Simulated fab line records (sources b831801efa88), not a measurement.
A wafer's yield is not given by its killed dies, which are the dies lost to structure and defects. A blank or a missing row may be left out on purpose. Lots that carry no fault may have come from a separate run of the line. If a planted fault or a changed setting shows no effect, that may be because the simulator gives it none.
A lot that was struck, set against a sound lot || flow sfqLine || 14 steps out of a route of 325
Sound: the wafers L681.1, L681.3, L681.6. Struck: wafer L680.2. (L680.5, L680.6 of the same lot were not struck and are left out.) The cause comes at the end.
For every step that has rows: the tool of each side, followed by ch and its chambers, followed by its first start. Under that, the readings that differ: sound wafers || struck wafers || difference of the means || sigmas: that difference in standard deviations of wafers without a fault.
alike: readings whose means differ by less than 2 such deviations, and words and numbers that are the same on both sides. not compared: withheld readings, readings that some wafer has no value for, bounds like >300 that may hide the same value, and numbers for which the record gives no deviation and whose values overlap.
A row with sigmas, a row that says differs or no value, or rows on one side alone: a step with any of these is where the two part. Numbers that don't overlap but have no deviation are shown without sigmas and don't part them. A reading that every wafer of one side lacks parts them only if that side has two wafers or more.

first, 6 steps without rows for these wafers: SFQ_TRILAYER_M7_LITHO_COAT_182 (resist thk 62 nm); SFQ_TRILAYER_M7_LITHO_COAT_177 (resist thk 600 nm); SFQ_TRILAYER_M7_LITHO_SOFTBAKE_181; SFQ_TRILAYER_M7_LITHO_EXPOSE_178 (exposes mask M7, target cd 500 nm); SFQ_TRILAYER_M7_LITHO_PEB_180 (peb time 60 s); SFQ_TRILAYER_M7_LITHO_DEVELOP_179 (time 60 s).
SFQ_M7_OVL_MEAS_945:
  sound: overlay-01 at day 77 18:52; struck: overlay-01 at day 77 15:17
  alike: M7_OVL
SFQ_TRILAYER_M7_BARC_OPEN_METAL_ETCH_229: etches BARC in O2, target depth 125 nm, time 41.7 s.
  sound on rieMetal-02 ch 0,1, day 77 18:55; struck on rieMetal-03 ch 0, day 77 15:19
  alike: drypumpMotorCurrentA, oesProductAu, rfFwdPowerW
  not compared: rfHoursCounterH
SFQ_TRILAYER_M7_ETCH_METAL_ETCH_180: etches Nb in Cl2/Ar, stops on SiO2, target depth 240 nm, time 120 s.
  sound on rieMetal-02 ch 0,1, day 77 18:58; struck on rieMetal-03 ch 0, day 77 15:22
  alike: drypumpMotorCurrentA, oesProductAu, rfFwdPowerW
  not compared: rfHoursCounterH
SFQ_TRILAYER_M7_STRIP_STRIP_181: strips in O2.
  sound on rieMetal-02 ch 0,1, day 77 19:05; struck on rieMetal-03 ch 0, day 77 15:29
{"reading": "oesProductAu (a.u.)", "sound": "1.003 1.008 1.008", "struck": 0.984, "difference": -0.022, "sigmas": -3}
  alike: drypumpMotorCurrentA
  not compared: rfHoursCounterH
then, 1 step without rows for these wafers: SFQ_TRILAYER_M7_STRIP_SOLV_CLEAN_182 (cleans in NMP, time 600 s).
SFQ_TRILAYER_I7_DEP_PECVD_183: deposits SiO2 from SiH4/N2O, time 113.9 s, target thk 500 nm.
  sound on pecvd-02 ch 0,1,2, day 77 19:52; struck on pecvd-02 ch 1, day 77 16:16
  alike: heaterPowerOuterW, heaterPowerW, throttleValvePct
SFQ_TRILAYER_I7_CMP_CMP_184: polishes SiO2.
  sound on cmp-01 ch 0,3, day 77 20:53; struck on cmp-02 ch 1, day 77 18:00
{"reading": "platenRpm (rpm)", "sound": "59.92 60.04 59.98", "struck": 54.01, "difference": -5.97, "sigmas": "-99 or more"}
  alike: motorCurrentA, timeToEndpointS
SFQ_I7_BOW_MEAS_946:
  sound: filmMetro-03 at day 77 23:53; struck: filmMetro-03 at day 77 19:31
  alike: I7_BOW

## WHERE THEY PART
Last at SFQ_TRILAYER_I7_CMP_CMP_184 as far as this record goes, first at SFQ_TRILAYER_M7_STRIP_STRIP_181. Later steps at which nothing parts them and some readings are alike: SFQ_I7_BOW_MEAS_946.

WHY: the cause the simulator had injected
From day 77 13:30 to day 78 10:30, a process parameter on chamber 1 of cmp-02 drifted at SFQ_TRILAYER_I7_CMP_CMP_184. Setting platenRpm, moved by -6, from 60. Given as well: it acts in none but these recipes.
